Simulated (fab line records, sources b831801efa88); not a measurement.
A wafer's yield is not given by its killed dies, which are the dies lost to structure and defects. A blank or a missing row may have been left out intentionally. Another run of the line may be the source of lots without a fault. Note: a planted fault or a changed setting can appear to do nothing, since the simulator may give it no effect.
Problem report in the 8D (eight disciplines) form, filled by code | flow gf180mcu | the parts of the form that need people (team, actions taken, sign-off) are left out

## 1. WHAT WENT WRONG
Across 6 wafers from 2 lots, LVPWELL_RS at GF_VT_IMPLANT_RS_MEAS_48 averages 1138 ohm/sq, while fault-free wafers read 1196 ohm/sq with a standard deviation of 3.1. Relative to the usual mean, that is a shift of -19 standard deviations.
The step: measures by four-point-probe.
Earliest sighting: wafer L893.3 on film-metro-01 at day 10 07:02. The record has a number at this step for 39 wafers belonging to 13 lots. The rule behind "out" and "out of limits": a value lying over 4 standard deviations away from the usual mean. The rest of the wafers with a number are treated as sound.

## 2. WHAT IT IS, AND WHAT IT ISN'T
question                    | is                           | is not
which readings at this step | LVPWELL_RS                   | -
which lots                  | L893, L895                   | L884, L885, L886, L887, L888, L899, L900, L901, L903, L905, L906
which wafers of those lots  | all that have a number       | -
read on which gauges        | film-metro-01, film-metro-04 | film-metro-03
when                        | from day 10 07:02            | up to then (15 sound wafers); but 18 sound wafers of L899, L900, L901, L903, L905, L906 came after

## 3. SUSPECTS, AND WHAT RULES EACH OUT
Counting: a tool stays on the suspect list if, at a process step up to the reading, it processed all lots that are out and no sound lot following the first of them.
- the gauge at GF_VT_IMPLANT_RS_MEAS_48 has been ruled out. The wafers that are out were read on 2 gauges (film-metro-01, film-metro-04).
- implanter-02 at GF_LVPWELL_IMPLANT_08: kept. It ran every lot that is out, first L893 (day 6 03:14), and no sound lot after that. Its own dose-ions-cm2 readings are out on those wafers.
Left after counting: implanter-02 at GF_LVPWELL_IMPLANT_08.

## 4. THE CAUSE (what the simulator had put in)
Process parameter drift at GF_LVPWELL_IMPLANT_08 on implanter-02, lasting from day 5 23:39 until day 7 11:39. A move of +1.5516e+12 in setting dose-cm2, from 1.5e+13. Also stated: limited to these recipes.
Only this tool survived the counting.

## 5. THE CHAIN OF EFFECTS, in route order
Each row: a reading where the mean over the struck wafers with a number is more than 3 standard deviations away from the usual. Readings are gone through only where the record gives a usual standard deviation; hours: the median, over the lots, of the time from a lot's start at the first step in this table giving one to that lot's start at this step; sigmas: the change measured in usual standard deviations.
hours | step                     | reading            | usual       | on struck wafers | change      | sigmas
0     | GF_LVPWELL_IMPLANT_08    | dose-ions-cm2      | 1.4998e+13  | 1.6548e+13       | +1.5495e+12 | +99 or more
0     | GF_LVPWELL_IMPLANT_08    | faraday-current-uA | 84.6        | 93.0             | +8.4        | +4.9
100   | GF_VT_IMPLANT_RS_MEAS_48 | LVPWELL_RS         | 1196 ohm/sq | 1138             | -58         | -19
Process steps it contains:
- GF_LVPWELL_IMPLANT_08

## 6. WHAT WOULD HAVE CAUGHT IT SOONER
In this record the first reading out of limits at a measuring or inspecting step was taken at day 10 07:02, 103 hours after the fault began at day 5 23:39.
The tool's own readings at GF_LVPWELL_IMPLANT_08 were out on every struck wafer that the step has a row for (dose-ions-cm2): an alarm limit on them would have fired on the first of those.
By day 10 07:02 the whole set of lots that are out, 2 in number, had already begun GF_LVPWELL_IMPLANT_08 on implanter-02. Had the tool been put on hold then, not one of them would have been saved.
